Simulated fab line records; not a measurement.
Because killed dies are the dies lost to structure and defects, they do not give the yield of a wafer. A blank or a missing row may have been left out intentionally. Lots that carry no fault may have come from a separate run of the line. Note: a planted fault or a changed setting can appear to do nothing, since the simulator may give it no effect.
Struck lot and sound lot, side by side ; flow sfqLine ; 14 steps out of a route of 325
Sound: these wafers, L848.2, L848.3, L848.5. Struck: wafers L849.2, L849.5. (L849.1 of the same lot was not struck and is left out.) The cause comes at the end.
Order at every step that has rows: each side's tool, ch and its chambers, its first start. Under that, the readings that differ: sound wafers ; struck wafers ; difference of the means ; sigmas: that difference in standard deviations of wafers without a fault.
alike: readings whose means differ by less than 2 such deviations, and words and numbers that are the same on both sides. not compared: withheld readings, readings that some wafer has no value for, bounds like >300 that may hide the same value, and numbers for which the record gives no deviation and whose values overlap.
A row with sigmas, a row that says differs or no value, or rows on one side alone: a step with any of these is where the two part. Numbers that don't overlap but have no deviation are shown without sigmas and don't part them. A reading missing from all wafers of one side parts the sides only when that side holds two or more wafers.

SFQ_INCOMING_BOW_MEAS_900:
  struck on filmMetro-02, day 4 03:00; sound on filmMetro-02, day 3 22:01
  alike: INCOMING_BOW
then, 1 step without rows for these wafers: SFQ_TRILAYER_INCOMING_OXIDATION_002 (target thk 500 nm, ox time 4939 s).
SFQ_TRILAYER_L0_DEP_SPUTTER_003: material MoNx KI, target thk 40 nm, time 100 s.
  struck on pvdSputter-04, day 4 05:29; sound on pvdSputter-06, day 4 00:29
  alike: chamberPressurePa, throttleValvePct
SFQ_L0_RS_MEAS_901: measurement is done with a four-point probe.
  struck on filmMetro-02, day 4 05:34; sound on filmMetro-01, day 4 00:35
  alike: L0_MONX_KI_RS
SFQ_L0_THK_MEAS_902: measures by xrf.
  struck on filmMetro-02, day 4 05:41; sound on filmMetro-01, day 4 00:41
  alike: L0_MONX_KI_THK
then, 6 steps without rows for these wafers: SFQ_TRILAYER_L0_LITHO_COAT_010 (resist thk 62 nm); SFQ_TRILAYER_L0_LITHO_COAT_005 (resist thk 600 nm); SFQ_TRILAYER_L0_LITHO_SOFTBAKE_009; SFQ_TRILAYER_L0_LITHO_EXPOSE_006 (exposes mask L0, target cd 2000 nm); SFQ_TRILAYER_L0_LITHO_PEB_008 (peb time 60 s); SFQ_TRILAYER_L0_LITHO_DEVELOP_007 (time 60 s).
-- the record jumps here: 3 days lie between the struck wafers' starts before and after --
SFQ_TRILAYER_L0_BARC_OPEN_METAL_ETCH_010: etches BARC in O2, target depth 125 nm, time 41.7 s.
  sound on rieMetal-02 ch 0,1, day 7 05:16; struck on rieMetal-03 ch 1, day 7 11:16
reading;sound;struck;difference;sigmas
biasW (W);80.37 80.26 80.29;79.95 79.61;-0.53;-3
  alike: drypumpMotorCurrentA, oesProductAu
  not compared: rfHoursCounterH
SFQ_TRILAYER_L0_ETCH_METAL_ETCH_008: etches MoNx KI in SF6/O2, stops on SiO2, target depth 50 nm, time 25 s.
  sound on rieMetal-02 ch 0,1, day 7 05:20; struck on rieMetal-03 ch 1, day 7 11:19
reading;sound;struck;difference;sigmas
biasW (W);79.81 79.81 79.92;92.67 92.54;+12.76;+51
  alike: drypumpMotorCurrentA, oesProductAu
  not compared: rfHoursCounterH
SFQ_TRILAYER_L0_STRIP_STRIP_009: strips in O2.
  sound on rieMetal-02 ch 0,1, day 7 05:24; struck on rieMetal-03 ch 1, day 7 11:22
  alike: drypumpMotorCurrentA, oesProductAu
  not compared: rfHoursCounterH

WHERE THEY PART
First at SFQ_TRILAYER_L0_BARC_OPEN_METAL_ETCH_010; last, within this record, at SFQ_TRILAYER_L0_ETCH_METAL_ETCH_008. Later steps at which nothing parts them and some readings are alike: SFQ_TRILAYER_L0_STRIP_STRIP_009.

WHY: what had been put in by the simulator
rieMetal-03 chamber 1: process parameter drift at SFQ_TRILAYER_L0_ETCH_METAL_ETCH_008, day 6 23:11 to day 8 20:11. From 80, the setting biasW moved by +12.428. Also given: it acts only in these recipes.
